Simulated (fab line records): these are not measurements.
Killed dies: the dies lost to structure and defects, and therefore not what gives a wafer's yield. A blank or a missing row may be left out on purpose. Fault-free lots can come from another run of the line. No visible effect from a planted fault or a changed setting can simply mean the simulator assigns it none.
fab line records ; flow gf180mcu
record: lots: 6; wafers: 18; lastDay: 34
route steps=602 shown DUAL_GATE@145 POLY_GATE@157 HV_LDD@176 SALICIDE@278
lots that met no fault: from a run of the same line without faults
startH: hours from the record's opening day to when the first of the lot's shown wafers began ; waitH: time in hours since the lot's previous step ; " identical to the entry in the row above ; L1.1+2: a row that stands for several wafers ; - no value, or no start was given ; * or withheld: withheld ; < > ~ a bound
route shown NAME@n: NAME is a module with steps in the file, n the number in the route of the first one ; usual: average and standard deviation across the fault-free wafers ; same: alike in all rows ; chamber/n: place in a boat ; sites: per-site readings ; _std_site: standard deviation of those values ; _edge_site: the outer-site mean with the inner-site mean subtracted ; radiusMm: how far each site lies from the wafer's centre ; mask NAME#n: copy n ; behind: the most recent tool/chamber to have shaped the wafer ; hold: cause of the lot's hold/its duration in hours/its outcome ; device: the transistor (n, p or np) that didn't switch ; end of line: tests of these same wafers at the route's end ; step lacking rows: just its recipe ; killed: dies lost to structure and defects at the first sort, not the wafer's yield ; map: the dies of a wafer, with x for killed, . for not killed, _ for no die there
set.NAME: the setting the step ran with; set.NAME@STEP: the setting that earlier step ran with ; model.NAME: the simulator's own value behind a step, which no gauge read
lots seen at some steps along the route; tables by step, rows by wafer
services: a tool's chamber out of use, with start hour (startH, from the record's first day; less than 0 if before it), hours out, and reason
== steps ==
step: GF_DUAL_GATE_DEHYDRATE_04
recipe: tempC: 200; timeS: 60
step: GF_DUAL_GATE_HMDS_05
recipe: primeTimeS: 60; primeTempC: 120
step: GF_DUAL_GATE_COAT_06
recipe: resist: NOVOLAK; spinRpm: 3000; resistThkNm: 1000
step: GF_DUAL_GATE_SOFTBAKE_07
recipe: tempC: 90; timeS: 60; resist: NOVOLAK
step: GF_DUAL_GATE_EXPOSE_08
recipe: maskId: Dualgate; targetCdNm: 700; na: 0.6; sourceShape: conventional; sigmaOuter: 0.6; doseMj: 140
step: GF_DUAL_GATE_PEB_09
recipe: tempC: withheld; timeS: *; resist: NOVOLAK
step: GF_DUAL_GATE_DEVELOP_10
recipe: developTimeS: 60; devTempC: 23
step: GF_DUAL_GATE_OVL_MEAS_11
usual: DUAL_GATE_OVL: -0.5/1.3
lot.wafer;tool;chamber;startH;waitH;DUAL_GATE_OVL[nm]
L580.2;overlay-01;-;197.91;0.1;1.3
L580.4;overlay-01;-;197.91;0.1;1.2
L580.6;overlay-01;-;197.91;0.1;1.2
L582.1;overlay-02;-;211.20;0.1;-0.1
L582.3;overlay-02;-;211.20;0.1;-1.0
L582.5;overlay-02;-;211.20;0.1;0.0
L585.3;overlay-02;-;231.10;0.1;-0.3
L585.4;overlay-02;-;231.10;0.1;-0.4
L585.6;overlay-02;-;231.10;0.1;1.3
L590.1;overlay-02;-;264.20;0.1;-2.5
L590.3;overlay-02;-;264.20;0.1;-1.9
L590.4;overlay-02;-;264.20;0.1;-0.6
L595.1;overlay-02;-;305.20;0.1;-0.5
L595.3;overlay-02;-;305.20;0.1;0.4
L595.5;overlay-02;-;305.20;0.1;-0.4
L598.2;overlay-01;-;321.90;0.1;-2.2
L598.4;overlay-01;-;321.90;0.1;-1.7
L598.5;overlay-01;-;321.90;0.1;-2.2
step: GF_DUAL_GATE_WET_ETCH_12
recipe: chemistry: dHF; targetDepthNm: 13; dry: n2Spin; target: SiO2; tempC: 25; dilution: 100:1; timeS: 260
step: GF_DUAL_GATE_STRIP_13
recipe: chemistry: O2/N2; powerW: 1400; pressureMtorr: 1500; platenTempC: 250; o2FlowSccm: 3000; n2FlowSccm: 300; overashFraction: 0.5
usual: drypumpMotorCurrentA: 5.8/0.42; heaterPowerW: 332/32; oesProductAu: 0.716/0.0049; stripTimeToEndpointS: 12.61/0.037
lot.wafer;tool;chamber;startH;waitH;drypumpMotorCurrentA;heaterPowerW;oesProductAu;rfHoursCounterH;stripTimeToEndpointS
L580.2;plasmaAsher-03;0;198.02;0.0;6.0;321;0.716;56;12.64
L580.4;plasmaAsher-03;0;198.02;0.0;6.0;339;0.719;-;12.64
L580.6;plasmaAsher-03;1;198.02;0.0;5.3;301;0.718;-;12.63
L582.1;plasmaAsher-04;1;211.32;0.0;6.0;407;0.713;57;12.65
L582.3;plasmaAsher-04;0;211.32;0.0;5.9;329;0.717;-;12.65
L582.5;plasmaAsher-04;0;211.32;0.0;5.9;344;0.710;-;12.65
L585.3;plasmaAsher-03;1;231.24;0.0;5.2;293;0.716;-;12.68
L585.4;plasmaAsher-03;0;231.24;0.0;6.0;328;0.715;-;12.68
L585.6;plasmaAsher-03;1;231.24;0.0;5.3;295;0.717;-;12.63
L590.1;plasmaAsher-01;1;264.32;0.0;5.8;356;0.719;15;12.66
L590.3;plasmaAsher-01;0;264.32;0.0;6.6;319;0.714;-;12.66
L590.4;plasmaAsher-01;1;264.32;0.0;5.8;355;0.723;-;12.66
L595.1;plasmaAsher-04;1;305.33;0.0;6.0;398;0.703;66;12.61
L595.3;plasmaAsher-04;0;305.33;0.0;5.9;335;0.721;-;12.62
L595.5;plasmaAsher-04;1;305.33;0.0;6.0;405;0.714;-;12.64
L598.2;plasmaAsher-03;0;322.01;0.0;6.0;329;0.719;71;12.63
L598.4;plasmaAsher-03;1;322.01;0.0;5.3;296;0.720;-;12.61
L598.5;plasmaAsher-03;0;322.01;0.0;6.0;319;0.713;-;12.66
step: GF_DUAL_GATE_CLEAN_14
recipe: chemistry: SC1/SC2; mix: 1:4:20; tempC: 70; timeS: 150; dry: n2Spin
step: GF_DUAL_GATE_OXIDATION_15
recipe: tempC: 850; ambient: O2; stabiliseS: 600; purgeS: 300; targetThkA: 70.98; oxTimeS: 1995
step: GF_POLY_GATE_CVD_00
recipe: material: poly-Si; targetThkNm: 200; tempC: 620; timeS: 1200; pressureMtorr: 200
usual: spikeTcBottomC: 639.7/2.8; spikeTcCentreC: 620.8/1.3; spikeTcLowerC: 619.4/1.7; spikeTcTopC: 641.6/1.3; spikeTcUpperC: 620.3/1.4; susceptorTempC: 620.1/0.33; zonePowerBottomPct: 15.1/1.1; zonePowerTopPct: 18.5/1.4
lot.wafer;tool;chamber;startH;waitH;spikeTcBottomC;spikeTcCentreC;spikeTcLowerC;spikeTcTopC;spikeTcUpperC;susceptorTempC;zonePowerBottomPct;zonePowerTopPct;model.poly-Si_of_POLY_GATE_CVD_00.thkNm
L580.2;lpcvd-02;1;199.72;0.0;635.1;620.7;619.4;643.4;621.2;620.3;15.7;17.2;199.8
L580.4;lpcvd-02;1;199.72;0.0;635.4;620.2;620.8;642.6;618.3;620.2;15.9;17.2;201.7
L580.6;lpcvd-02;1;199.72;0.0;634.1;619.9;622.0;642.1;619.7;619.6;16.1;17.3;201.6
L582.1;lpcvd-02;1;213.33;0.0;635.2;620.1;621.1;642.5;618.4;620.0;15.8;17.3;201.6
L582.3;lpcvd-02;1;213.33;0.0;634.8;620.1;619.9;641.4;619.6;619.6;16.0;17.2;200.7
L582.5;lpcvd-02;1;213.33;0.0;635.6;622.1;622.2;643.0;617.7;620.1;15.9;17.1;201
L585.3;lpcvd-01;1;233.30;0.2;641.7;621.0;617.1;640.4;620.5;620.4;12.4;17.0;200.6
L585.4;lpcvd-01;1;233.30;0.2;641.9;619.3;616.4;641.0;620.3;620.1;12.7;16.9;201.2
L585.6;lpcvd-01;1;233.30;0.2;642.3;621.9;617.3;640.2;620.2;620.0;12.4;17.2;201.6
L590.1;lpcvd-01;0;266.03;0.0;638.3;622.2;617.9;640.0;619.7;620.2;15.2;18.4;198.8
L590.3;lpcvd-01;0;266.03;0.0;640.0;621.1;618.4;641.0;620.5;620.6;15.6;18.3;197.8
L590.4;lpcvd-01;0;266.03;0.0;640.8;620.6;618.7;643.5;619.6;620.3;15.2;18.5;199.3
L595.1;lpcvd-01;0;308.07;0.0;592.8;574.9;569.8;593.6;571.9;572.6;13.3;16.6;59.92
L595.3;lpcvd-01;0;308.07;0.0;591.7;573.8;572.0;595.3;570.9;571.9;13.3;16.4;62.31
L595.5;lpcvd-01;0;308.07;0.0;593.0;574.2;570.9;594.7;571.1;571.9;13.0;16.6;61.77
L598.2;lpcvd-01;0;324.72;0.0;592.3;573.3;571.9;595.7;572.3;572.2;13.2;16.6;59.96
L598.4;lpcvd-01;0;324.72;0.0;591.7;573.1;568.2;593.5;570.4;572.4;13.1;16.5;59.92
L598.5;lpcvd-01;0;324.72;0.0;592.6;573.6;568.0;595.8;573.2;572.2;13.0;16.5;58.46
step: GF_POLY_GATE_THK_MEAS_01
recipe: reads: poly-Si_of_POLY_GATE_CVD_00
usual: POLY_GATE_CVD_00_THK: 200.6/1.8
lot.wafer;tool;chamber;startH;waitH;POLY_GATE_CVD_00_THK[nm]
L580.2;filmMetro-04;-;201.06;0.0;199.7
L580.4;filmMetro-04;-;201.06;0.0;201.6
L580.6;filmMetro-04;-;201.06;0.0;201.6
L582.1;filmMetro-04;-;214.67;0.0;201.6
L582.3;filmMetro-04;-;214.67;0.0;200.8
L582.5;filmMetro-04;-;214.67;0.0;201.2
L585.3;filmMetro-03;-;235.32;0.0;200.5
L585.4;filmMetro-03;-;235.32;0.0;201.3
L585.6;filmMetro-03;-;235.32;0.0;201.6
L590.1;filmMetro-03;-;267.36;0.0;198.8
L590.3;filmMetro-03;-;267.36;0.0;197.8
L590.4;filmMetro-03;-;267.36;0.0;199.2
L595.1;filmMetro-02;-;309.40;0.0;59.9
L595.3;filmMetro-02;-;309.40;0.0;62.3
L595.5;filmMetro-02;-;309.40;0.0;61.8
L598.2;filmMetro-04;-;326.07;0.0;59.9
L598.4;filmMetro-04;-;326.07;0.0;60.0
L598.5;filmMetro-04;-;326.07;0.0;58.5
step: GF_POLY_GATE_DEHYDRATE_02
recipe: tempC: 200; timeS: 60
step: GF_POLY_GATE_HMDS_03
recipe: primeTimeS: 60; primeTempC: 120
step: GF_POLY_GATE_COAT_04
recipe: resist: BARC; tempC: withheld; timeS: withheld; spinRpm: withheld; resistThkNm: withheld
step: GF_POLY_GATE_COAT_05
recipe: resist: KrF; spinRpm: withheld; resistThkNm: 700
step: GF_POLY_GATE_SOFTBAKE_06
recipe: tempC: 130; timeS: 60; resist: KrF
step: GF_POLY_GATE_EXPOSE_07
recipe: maskId: Poly2; targetCdNm: 280; na: 0.68; sourceShape: conventional; sigmaOuter: 0.6; doseMj: 28
step: GF_POLY_GATE_PEB_08
recipe: pebTempC: 135; pebTimeS: 90; resist: KrF
step: GF_POLY_GATE_DEVELOP_09
recipe: developTimeS: 60; resist: KrF; devTempC: 21
step: GF_POLY_GATE_CD_MEAS_10
recipe: targetCdNm: 280
usual: cdNm: 279.8/1.1
lot.wafer;tool;chamber;startH;waitH;cdNm
L580.2;cdSem-01;-;218.48;0.1;281.3
L580.4;cdSem-01;-;218.48;0.1;280.5
L580.6;cdSem-01;-;218.48;0.1;280.4
L582.1;cdSem-01;-;232.91;0.1;279.9
L582.3;cdSem-01;-;232.91;0.1;278.6
L582.5;cdSem-01;-;232.91;0.1;278.5
L585.3;cdSem-01;-;254.19;0.1;280.3
L585.4;cdSem-01;-;254.19;0.1;280.3
L585.6;cdSem-01;-;254.19;0.1;278.5
L590.1;cdSem-02;-;287.00;0.1;279.9
L590.3;cdSem-02;-;287.00;0.1;280.1
L590.4;cdSem-02;-;287.00;0.1;279.2
L595.1;cdSem-01;-;330.35;0.1;280.5
L595.3;cdSem-01;-;330.35;0.1;280.9
L595.5;cdSem-01;-;330.35;0.1;282.0
L598.2;cdSem-02;-;347.12;0.1;279.6
L598.4;cdSem-02;-;347.12;0.1;280.2
L598.5;cdSem-02;-;347.12;0.1;279.9
step: GF_POLY_GATE_OVL_MEAS_11
usual: POLY_GATE_OVL: 0/5
lot.wafer;tool;chamber;startH;waitH;POLY_GATE_OVL[nm]
L580.2;overlay-01;-;218.58;0.1;4
L580.4;overlay-01;-;218.58;0.1;3
L580.6;overlay-01;-;218.58;0.1;3
L582.1;overlay-01;-;233.03;0.1;4
L582.3;overlay-01;-;233.03;0.1;-3
L582.5;overlay-01;-;233.03;0.1;-1
L585.3;overlay-01;-;254.29;0.1;-1
L585.4;overlay-01;-;254.29;0.1;0
L585.6;overlay-01;-;254.29;0.1;-2
L590.1;overlay-02;-;287.12;0.1;1
L590.3;overlay-02;-;287.12;0.1;4
L590.4;overlay-02;-;287.12;0.1;8
L595.1;overlay-01;-;330.47;0.1;0
L595.3;overlay-01;-;330.47;0.1;3
L595.5;overlay-01;-;330.47;0.1;-7
L598.2;overlay-02;-;347.23;0.1;-5
L598.4;overlay-02;-;347.23;0.1;0
L598.5;overlay-02;-;347.23;0.1;3
step: GF_POLY_GATE_ETCH_12
recipe: chemistry: N2/H2; targetDepthA: withheld; overetchA: withheld; timeS: withheld; target: BARC; ionEnergyEv: 200; sourceW: 500; biasW: 100; pressureMtorr: 30; n2FlowSccm: 100; h2FlowSccm: 200
usual: drypumpMotorCurrentA: 5.6/0.33; oesProductAu: 0.736/0.005; throttleValvePct: 13.215/0.0085
lot.wafer;tool;chamber;startH;waitH;drypumpMotorCurrentA;oesProductAu;throttleValvePct
L580.2;rieDiel-02;0;218.61;0.0;5.5;0.747;13.231
L580.4;rieDiel-02;3;218.61;0.0;5.3;0.730;13.215
L580.6;rieDiel-02;3;218.61;0.0;5.3;0.731;13.207
L582.1;rieDiel-03;2;233.06;0.0;5.4;0.734;13.210
L582.3;rieDiel-03;3;233.06;0.0;5.8;0.732;13.226
L582.5;rieDiel-03;1;233.06;0.0;5.2;0.734;13.218
L585.3;rieDiel-02;1;254.31;0.0;5.9;0.733;13.234
L585.4;rieDiel-02;3;254.31;0.0;5.4;0.735;13.202
L585.6;rieDiel-02;2;254.31;0.0;5.9;0.742;13.208
L590.1;rieDiel-02;3;287.16;0.0;5.4;0.744;13.201
L590.3;rieDiel-02;1;287.16;0.0;5.9;0.739;13.219
L590.4;rieDiel-02;0;287.16;0.0;5.5;0.736;13.224
L595.1;rieDiel-02;3;330.51;0.0;5.3;0.731;13.224
L595.3;rieDiel-02;1;330.51;0.0;5.8;0.747;13.213
L595.5;rieDiel-02;3;330.51;0.0;5.4;0.733;13.220
L598.2;rieDiel-04;3;347.26;0.0;5.0;0.735;13.208
L598.4;rieDiel-04;0;347.26;0.0;5.4;0.739;13.211
L598.5;rieDiel-04;2;347.26;0.0;6.2;0.746;13.221
step: GF_POLY_GATE_ETCH_13
recipe: target: poly-Si; targetDepthNm: 198.5; stopOn: SiO2; overEtchFrac: 0.403; chemistry: HBr/Cl2; icpW: 400; biasW: 100; pressureMtorr: 10; HBr_flow_sccm: 150; Cl2_flow_sccm: 50; timeS: 69.6
usual: drypumpMotorCurrentA: 5.9/0.4; oesProductAu: 0.992/0.0071; throttleValvePct: 33.684/0.0094
lot.wafer;tool;chamber;startH;waitH;drypumpMotorCurrentA;oesProductAu;rfHoursCounterH;throttleValvePct;model.POLY_GATE.featureDepthNm;model.etch.depthNm
L580.2;rieSi-01;0;218.66;-;5.7;0.989;120;33.694;196.6;196.6
L580.4;rieSi-01;1;218.66;-;5.9;0.991;-;33.684;199.6;199.6
L580.6;rieSi-01;3;218.66;-;5.3;0.997;-;33.699;200.4;200.4
L582.1;rieSi-02;0;233.11;-;6.4;0.995;57;33.681;200.2;200.2
L582.3;rieSi-02;2;233.11;-;5.5;0.999;2;33.670;199.2;199.2
L582.5;rieSi-02;1;233.11;-;6.4;0.993;-;33.675;198;198
L585.3;rieSi-01;3;254.36;-;5.3;1.002;23;33.685;200;200
L585.4;rieSi-01;2;254.36;-;5.8;0.995;0;33.693;198.6;198.6
L585.6;rieSi-01;3;254.36;-;5.3;0.993;-;33.683;200.2;200.2
L590.1;rieSi-02;0;287.21;-;6.4;0.997;57;33.687;198.8;198.8
L590.3;rieSi-02;3;287.21;-;6.1;0.982;1;33.683;197.8;197.8
L590.4;rieSi-02;1;287.21;-;6.4;0.994;1;33.677;199;199
L595.1;rieSi-02;3;330.56;-;6.1;0.483;2;33.678;59.92;59.92
L595.3;rieSi-02;0;330.56;-;6.4;0.492;58;33.672;62.31;62.31
L595.5;rieSi-02;3;330.56;-;6.1;0.495;-;33.681;61.77;61.77
L598.2;rieSi-02;0;347.31;-;6.4;0.492;58;33.693;59.96;59.96
L598.4;rieSi-02;3;347.31;-;6.1;0.488;2;33.681;59.92;59.92
L598.5;rieSi-02;0;347.31;-;6.4;0.487;-;33.689;58.46;58.46
step: GF_POLY_GATE_STRIP_14
recipe: chemistry: O2/N2; powerW: 1400; pressureMtorr: 1500; platenTempC: 250; o2FlowSccm: 3000; n2FlowSccm: 300; overashFraction: 0.5
usual: drypumpMotorCurrentA: 6.1/0.31; heaterPowerW: 356/28; oesProductAu: 0.505/0.0047
lot.wafer;tool;chamber;startH;waitH;drypumpMotorCurrentA;heaterPowerW;oesProductAu;rfHoursCounterH
L580.2;plasmaAsher-02;0;218.72;0.0;5.9;346;0.511;41
L580.4;plasmaAsher-02;0;218.72;0.0;5.9;344;0.517;-
L580.6;plasmaAsher-02;1;218.72;0.0;6.1;372;0.508;-
L582.1;plasmaAsher-02;0;233.17;0.0;5.9;348;0.504;42
L582.3;plasmaAsher-02;0;233.17;0.0;5.9;343;0.507;-
L582.5;plasmaAsher-02;1;233.17;0.0;6.1;382;0.504;-
L585.3;plasmaAsher-01;0;254.45;0.1;6.6;321;0.513;-
L585.4;plasmaAsher-01;1;254.45;0.1;5.8;362;0.502;-
L585.6;plasmaAsher-01;1;254.45;0.1;5.8;357;0.503;-
L590.1;plasmaAsher-01;0;287.27;0.0;6.6;321;0.511;18
L590.3;plasmaAsher-01;0;287.27;0.0;6.6;321;0.510;-
L590.4;plasmaAsher-01;1;287.27;0.0;5.8;354;0.508;-
L595.1;plasmaAsher-04;1;330.62;0.0;6.0;398;0.508;69
L595.3;plasmaAsher-04;1;330.62;0.0;6.0;391;0.493;-
L595.5;plasmaAsher-04;0;330.62;0.0;5.8;347;0.501;-
L598.2;plasmaAsher-01;0;347.37;0.0;6.6;319;0.510;24
L598.4;plasmaAsher-01;0;347.37;0.0;6.6;312;0.512;-
L598.5;plasmaAsher-01;0;347.37;0.0;6.6;320;0.502;-
step: GF_POLY_GATE_CLEAN_15
recipe: chemistry: SC1/SC2; mix: 1:4:20; tempC: 70; timeS: 150; dry: n2Spin
step: GF_POLY_GATE_OXIDATION_16
recipe: tempC: 850; ambient: O2; stabiliseS: 600; purgeS: 300; targetThkA: 40; oxTimeS: 899
step: GF_POLY_GATE_THK_MEAS_17
recipe: reads: SiO2_of_POLY_GATE_OXIDATION_16
usual: POLY_GATE_OXIDATION_THK: 3.98/0.083
lot.wafer;tool;chamber;startH;waitH;POLY_GATE_OXIDATION_THK[nm]
L580.2;filmMetro-04;-;221.39;0.0;3.89
L580.4;filmMetro-04;-;221.39;0.0;4.09
L580.6;filmMetro-04;-;221.39;0.0;4.02
L582.1;filmMetro-03;-;234.85;0.0;4.08
L582.3;filmMetro-03;-;234.85;0.0;3.92
L582.5;filmMetro-03;-;234.85;0.0;4.06
L585.3;filmMetro-03;-;255.84;0.0;3.97
L585.4;filmMetro-03;-;255.84;0.0;3.99
L585.6;filmMetro-03;-;255.84;0.0;3.96
L590.1;filmMetro-02;-;289.64;0.0;4.06
L590.3;filmMetro-02;-;289.64;0.0;4.15
L590.4;filmMetro-02;-;289.64;0.0;3.95
L595.1;filmMetro-02;-;332.72;0.0;4.11
L595.3;filmMetro-02;-;332.72;0.0;4.01
L595.5;filmMetro-02;-;332.72;0.0;4.01
L598.2;filmMetro-04;-;349.20;0.0;3.98
L598.4;filmMetro-04;-;349.20;0.0;4.00
L598.5;filmMetro-04;-;349.20;0.0;4.05
step: GF_POLY_GATE_CD_MEAS_18
usual: cdNm: 279.7/1.5
lot.wafer;tool;chamber;startH;waitH;cdNm
L580.2;cdSem-02;-;221.47;0.1;281.2
L580.4;cdSem-02;-;221.47;0.1;280.7
L580.6;cdSem-02;-;221.47;0.1;281.2
L582.1;cdSem-01;-;234.91;0.1;278.7
L582.3;cdSem-01;-;234.91;0.1;277.0
L582.5;cdSem-01;-;234.91;0.1;277.5
L585.3;cdSem-02;-;255.93;0.1;281.7
L585.4;cdSem-02;-;255.93;0.1;280.7
L585.6;cdSem-02;-;255.93;0.1;279.0
L590.1;cdSem-01;-;289.70;0.1;279.9
L590.3;cdSem-01;-;289.70;0.1;280.3
L590.4;cdSem-01;-;289.70;0.1;279.0
L595.1;cdSem-02;-;332.78;0.1;280.5
L595.3;cdSem-02;-;332.78;0.1;280.7
L595.5;cdSem-02;-;332.78;0.1;281.9
L598.2;cdSem-02;-;349.28;0.1;278.8
L598.4;cdSem-02;-;349.28;0.1;280.2
L598.5;cdSem-02;-;349.28;0.1;279.1
step: GF_HV_LDD_DEHYDRATE_00
recipe: tempC: 200; timeS: 60
step: GF_HV_LDD_HMDS_01
recipe: primeTimeS: 60; primeTempC: 120
step: GF_HV_LDD_COAT_02
recipe: resist: NOVOLAK; spinRpm: 3000; resistThkNm: 1000
step: GF_HV_LDD_SOFTBAKE_03
recipe: tempC: 90; timeS: 60; resist: NOVOLAK
step: GF_HV_LDD_EXPOSE_04
recipe: maskId: Nplus_LV_AREA; targetCdNm: 400; na: 0.6; sourceShape: conventional; sigmaOuter: 0.6; doseMj: 140
step: GF_HV_LDD_PEB_05
recipe: tempC: withheld; timeS: *; resist: NOVOLAK
step: GF_HV_LDD_DEVELOP_06
recipe: developTimeS: 60; devTempC: 23
step: GF_HV_LDD_CD_MEAS_07
recipe: targetCdNm: 400
usual: cdNm: 400/3.3
lot.wafer;tool;chamber;startH;waitH;cdNm
L580.2;cdSem-02;-;239.41;0.1;398
L580.4;cdSem-02;-;239.41;0.1;397
L580.6;cdSem-02;-;239.41;0.1;399
L582.1;cdSem-01;-;253.64;0.1;400
L582.3;cdSem-01;-;253.64;0.1;398
L582.5;cdSem-01;-;253.64;0.1;397
L585.3;cdSem-02;-;275.44;0.1;400
L585.4;cdSem-02;-;275.44;0.1;402
L585.6;cdSem-02;-;275.44;0.1;400
L590.1;cdSem-01;-;309.45;0.1;398
L590.3;cdSem-01;-;309.45;0.1;397
L590.4;cdSem-01;-;309.45;0.1;395
L595.1;cdSem-01;-;354.50;0.1;398
L595.3;cdSem-01;-;354.50;0.1;400
L595.5;cdSem-01;-;354.50;0.1;400
L598.2;cdSem-02;-;371.52;0.1;400
L598.4;cdSem-02;-;371.52;0.1;400
L598.5;cdSem-02;-;371.52;0.1;399
step: GF_HV_LDD_OVL_MEAS_08
usual: HV_LDD_OVL: -0.3/1.6
lot.wafer;tool;chamber;startH;waitH;HV_LDD_OVL[nm]
L580.2;overlay-01;-;239.52;0.1;-0.4
L580.4;overlay-01;-;239.52;0.1;-0.6
L580.6;overlay-01;-;239.52;0.1;-0.2
L582.1;overlay-01;-;253.76;0.1;-1.7
L582.3;overlay-01;-;253.76;0.1;-0.3
L582.5;overlay-01;-;253.76;0.1;-1.7
L585.3;overlay-02;-;275.54;0.1;-1.9
L585.4;overlay-02;-;275.54;0.1;-1.5
L585.6;overlay-02;-;275.54;0.1;-2.1
L590.1;overlay-01;-;309.57;0.1;0.4
L590.3;overlay-01;-;309.57;0.1;0.7
L590.4;overlay-01;-;309.57;0.1;0.3
L595.1;overlay-02;-;354.62;0.1;0.1
L595.3;overlay-02;-;354.62;0.1;0.6
L595.5;overlay-02;-;354.62;0.1;0.1
L598.2;overlay-02;-;371.63;0.1;-1.3
L598.4;overlay-02;-;371.63;0.1;-3.0
L598.5;overlay-02;-;371.63;0.1;-2.3
step: GF_HV_LDD_IMPLANT_09
recipe: species: As; energyKev: 40; doseCm2: 1e+14; tiltDeg: 7
step: GF_HV_LDD_STRIP_10
recipe: chemistry: O2/N2; powerW: 1400; pressureMtorr: 1500; platenTempC: 250; o2FlowSccm: 3000; n2FlowSccm: 300; overashFraction: 0.5
usual: drypumpMotorCurrentA: 5.7/0.35; heaterPowerW: 330/33; oesProductAu: 0.716/0.0049; stripTimeToEndpointS: 12.62/0.041
lot.wafer;tool;chamber;startH;waitH;drypumpMotorCurrentA;heaterPowerW;oesProductAu;rfHoursCounterH;stripTimeToEndpointS
L580.2;plasmaAsher-04;0;239.70;0.1;5.9;357;0.714;59;12.64
L580.4;plasmaAsher-04;1;239.70;0.1;6.0;401;0.719;-;12.66
L580.6;plasmaAsher-04;0;239.70;0.1;5.9;346;0.718;-;12.60
L582.1;plasmaAsher-04;0;253.94;0.1;5.9;342;0.721;61;12.62
L582.3;plasmaAsher-04;0;253.94;0.1;5.8;341;0.713;-;12.61
L582.5;plasmaAsher-04;0;253.94;0.1;5.8;349;0.715;-;12.64
L585.3;plasmaAsher-03;0;275.74;0.1;5.9;330;0.713;-;12.62
L585.4;plasmaAsher-03;1;275.74;0.1;5.2;296;0.717;-;12.64
L585.6;plasmaAsher-03;0;275.74;0.1;6.0;341;0.720;-;12.63
L590.1;plasmaAsher-03;0;309.76;0.1;6.0;333;0.713;69;12.57
L590.3;plasmaAsher-03;1;309.76;0.1;5.2;298;0.713;-;12.62
L590.4;plasmaAsher-03;0;309.76;0.1;6.0;339;0.719;-;12.61
L595.1;plasmaAsher-03;1;354.81;0.1;5.2;294;0.713;73;12.58
L595.3;plasmaAsher-03;1;354.81;0.1;5.3;290;0.721;-;12.57
L595.5;plasmaAsher-03;1;354.81;0.1;5.3;291;0.709;-;12.57
L598.2;plasmaAsher-02;0;371.81;0.1;5.9;348;0.718;55;12.62
L598.4;plasmaAsher-02;0;371.81;0.1;5.9;346;0.710;-;12.67
L598.5;plasmaAsher-02;1;371.81;0.1;6.1;373;0.711;-;12.66
step: GF_SALICIDE_CLEAN_00
recipe: chemistry: SC1/SC2; mix: 1:4:20; tempC: 70; timeS: 150
usual: bathHeatDutyPct: 13.5/1.4
lot.wafer;tool;chamber;startH;waitH;bathHeatDutyPct;model.poly-Si_of_POLY_GATE_CVD_00.thkNm
L580.2;wetBench-04;2;367.77;0.1;15.1;198.6
L580.4;wetBench-04;2;367.77;0.1;16.2;200.5
L580.6;wetBench-04;2;367.77;0.1;15.3;200.3
L582.1;wetBench-01;1;382.96;0.1;12.4;200.4
L582.3;wetBench-01;1;382.96;0.1;13.6;199.5
L582.5;wetBench-01;1;382.96;0.1;14.5;199.8
L585.3;wetBench-04;1;409.05;0.0;13.3;199.3
L585.4;wetBench-04;1;409.05;0.0;13.0;199.9
L585.6;wetBench-04;1;409.05;0.0;12.6;200.3
L590.1;wetBench-04;0;450.56;0.1;14.7;197.6
L590.3;wetBench-04;0;450.56;0.1;13.2;196.5
L590.4;wetBench-04;0;450.56;0.1;14.1;198
L595.1;wetBench-01;1;501.06;0.1;14.9;58.66
L595.3;wetBench-01;1;501.06;0.1;12.7;61.05
L595.5;wetBench-01;1;501.06;0.1;14.1;60.51
L598.2;wetBench-03;1;519.91;0.1;14.9;58.69
L598.4;wetBench-03;1;519.91;0.1;15.3;58.65
L598.5;wetBench-03;1;519.91;0.1;16.0;57.19
== services ==
tool;chamber;startH;hours;kind
rieDiel-02;1;229.80;10.4;repair
rieDiel-02;-;247.73;0.2;repair
plasmaAsher-01;-;257.96;2.8;pm
plasmaAsher-04;-;271.63;3.5;repair
rieSi-02;2;277.75;8.1;repair
rieSi-02;1;316.77;7.3;repair
plasmaAsher-01;-;321.21;6.6;repair
rieSi-02;0;322.27;4.6;repair
plasmaAsher-03;-;336.43;11.6;pm
rieDiel-02;2;351.11;8.1;repair
plasmaAsher-01;-;354.45;0.4;repair
plasmaAsher-04;-;356.59;5.7;repair
plasmaAsher-03;-;374.18;0.6;repair
plasmaAsher-01;-;377.79;4.2;repair
rieSi-02;-;387.06;2.8;pm
plasmaAsher-01;-;392.63;1.1;repair
plasmaAsher-03;-;421.25;9.0;pm
rieSi-02;3;421.49;2.9;repair
rieSi-02;3;424.69;3.3;repair
rieSi-02;0;448.05;6.3;repair
rieDiel-02;0;460.99;6.2;repair
plasmaAsher-01;-;472.99;31.4;repair
rieDiel-02;1;476.22;3.2;repair
plasmaAsher-03;-;480.41;0.7;repair
== key ==
firstSign: step: GF_POLY_GATE_CVD_00; reading: susceptorTempC; direction: down; sigmas: 99+; usual: *; struck: *
effect: step: GF_POLY_GATE_CVD_00; reading: spikeTcTopC; direction: down; sigmas: 37; usual: 641.6; struck: 594.8
effect: step: GF_POLY_GATE_THK_MEAS_01; reading: POLY_GATE_CVD_00_THK; direction: down; sigmas: 77; usual: 200.6; struck: 60.4
effect: step: GF_POLY_GATE_ETCH_13; reading: oesProductAu; direction: down; sigmas: 71; usual: 0.992; struck: 0.490
modelEffect: step: GF_POLY_GATE_CVD_00; value: poly-Si_of_POLY_GATE_CVD_00.thkNm; without: 198.7; struck: 60.39
modelEffect: step: GF_POLY_GATE_ETCH_13; value: POLY_GATE.featureDepthNm; without: 197.1; struck: 60.39
modelEffect: step: GF_SALICIDE_CLEAN_00; value: poly-Si_of_POLY_GATE_CVD_00.thkNm; without: 197.5; struck: 59.13
metAt GF_POLY_GATE_CVD_00
struckWafers L595.1,L595.3,L595.5,L598.2,L598.4,L598.5
sortLeftOut L595.1,L595.3,L595.5,L598.2,L598.4,L598.5
testerLeftOut L595,L598
onsetBetween 266.03 308.07
fault: kind: processParameterDrift; tool: lpcvd-01; chamber: 0; onsetH: 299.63; steps: GF_POLY_GATE_CVD_00; channel: tempC; offset: *; shape: step; endH: 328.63; actsIn: *; stated: *
testerLeftOut: of these lots the tester's yield and bins aren't shown, on N5 and GAA mostly nor the transistor test; their killed dies are dies lost to structure and defects alone, not to doping, threshold or leakage, so they don't give the yield
sortLeftOut: the simulated sort isn't trusted on such a fault, so these wafers' sort isn't shown, and their yield isn't known
